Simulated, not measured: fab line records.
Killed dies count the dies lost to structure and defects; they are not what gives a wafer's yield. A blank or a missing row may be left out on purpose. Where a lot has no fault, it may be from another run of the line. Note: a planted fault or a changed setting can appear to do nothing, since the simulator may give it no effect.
A lot that was struck, set against a sound lot | flow gf180mcu | 15 out of 602 route steps
Sound: the wafers L282.1, L282.3, L282.4. Wafers L273.3, L273.4, L273.5 were the ones struck. Last of all comes the cause.
Per side, at each step with rows, come the tool, then ch with its chambers, and then its first start. Under that, the readings that differ: sound wafers | struck wafers | difference of the means | sigmas: that difference in standard deviations of wafers without a fault.
alike: readings whose means differ by less than 2 such deviations, and words and numbers that are the same on both sides. not compared: withheld readings, readings that some wafer has no value for, bounds like >300 that may hide the same value, and numbers for which the record gives no deviation and whose values overlap.
Wherever a step has rows on one side only, a row that says differs or no value, or a row with sigmas, the two part there. Numbers that have no deviation but don't overlap get no sigmas and don't part them. Lack of a reading on every wafer of one side parts them only where that side has two or more wafers.

first, 6 steps without rows for these wafers: GF_HV_LDD_HMDS_40 (prime time 60 s); GF_HV_LDD_COAT_41 (resist thk 1000 nm); GF_HV_LDD_SOFTBAKE_42 (time 60 s); GF_HV_LDD_EXPOSE_43 (exposes mask Pplus HV AREA, target cd 400 nm); GF_HV_LDD_PEB_44; GF_HV_LDD_DEVELOP_45 (develop time 60 s).
GF_HV_LDD_CD_MEAS_46 targets a cd of 400 nm.
  sound on cd_sem-02, day 18 15:52; struck on cd_sem-01, day 15 15:06
  alike: cd_nm
GF_HV_LDD_OVL_MEAS_47:
  sound on overlay-02, day 18 15:59; struck on overlay-02, day 15 15:11
  alike: HV_LDD_03_OVL
next, for these wafers, 1 step has no rows: GF_HV_LDD_IMPLANT_48.
GF_HV_LDD_STRIP_49: strips in O2/N2.
  sound on plasma_asher-02 ch 0,1, day 18 16:10; struck on plasma_asher-02 ch 0,1, day 15 15:24
  alike: drypump_motor_current_A, heater_power_w, oes_product_au, platen_temp_c, strip_time_to_endpoint_s
  not compared: rf_hours_counter_h
GF_HV_LDD_TW_MEAS_50:
  sound on film_metro-03, day 18 16:16; struck on film_metro-02, day 15 15:29
  alike: HV_LDD_4_TW
then, 1 step without rows for these wafers: GF_HV_LDD_CLEAN_51 (cleans in SC1/SC2, time 150 s).
GF_HV_LDD_RTA_52: time 10 s.
  struck on rtp_anneal-02, day 15 15:36; sound on rtp_anneal-01 ch 0, day 18 16:23
  no value came back on the struck wafers for anneal_temp_c_max, chamber_o2_ppm, lamp_power_pct (%), wafer_temp_C_max; on the sound wafers anneal_temp_c_max reads 1004.6 1004.6 1003.5
GF_HV_LDD_RS_MEAS_53: measures by four-point-probe.
  sound on film_metro-03, day 18 16:26; struck on film_metro-02, day 15 15:41
  reading            | sound             | struck | difference                    | sigmas
  HV_LDD_RS (ohm/sq) | 418.5 417.7 418.5 | - - -  | no value on the struck wafers |
then, 1 step without rows for these wafers: GF_HV_LDD_CVD_54 (deposits SiO2 from TEOS, target thk 10 nm, time 75 s).

== WHERE THEY PART ==
Earliest at GF_HV_LDD_RTA_52; latest, in this record, at GF_HV_LDD_RS_MEAS_53.

WHY: what the simulator had put in
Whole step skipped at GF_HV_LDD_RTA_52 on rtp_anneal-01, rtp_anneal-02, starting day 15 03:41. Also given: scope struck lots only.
